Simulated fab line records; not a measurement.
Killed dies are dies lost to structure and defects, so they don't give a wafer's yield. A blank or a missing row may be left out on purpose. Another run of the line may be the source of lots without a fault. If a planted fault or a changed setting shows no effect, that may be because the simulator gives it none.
Matching of chambers	flow sfq-line	rie-diel-03 running SFQ_TRILAYER_I1_VIA_ETCH_VIA_ETCH_052: 4 sister chambers
The step etches SiO2 in CHF3, stops on Nb, target depth 260 nm. 4 wafers are shown with their chamber, then 6 later ones without.

WAFERS PAIRED WITH THEIR CHAMBERS
wafer	chamber	drypump-motor-current-A (A)
L798.1	0	6.1
L803.3	2	6.7
L803.4	3	6.3
L803.5	1	5.3

WAFERS WHOSE CHAMBER IS MISSING
wafer	drypump-motor-current-A (A)
L811.2	6.3
L811.3	5.2
L811.6	5.2
L813.2	6.1
L813.3	6.3
L813.4	6.7

THE CHAMBER EACH PASSED THROUGH
wafer	from the rows above	in truth
L811.2	3	3
L811.3	1	1
L811.6	1	1
L813.2	0	0
L813.3	3	3
L813.4	2	2
Placed correctly: 6 of 6. Number that these rows cannot place: 0. Number placed wrongly: 0.
How it was worked out, from the rows above alone: a wafer's distance from a chamber is the root of the sum, over the readings, of the square of ((its reading less the chamber's mean) divided by the reading's scatter). The wafer belongs to the nearest chamber; if the next one is less than 2 further off, it can't be placed. For every chamber, the mean is computed from those of its wafers that are shown. The scatter: with one shown wafer a chamber, the root of the mean of the squares of how far each hidden wafer lies from its nearest shown one.
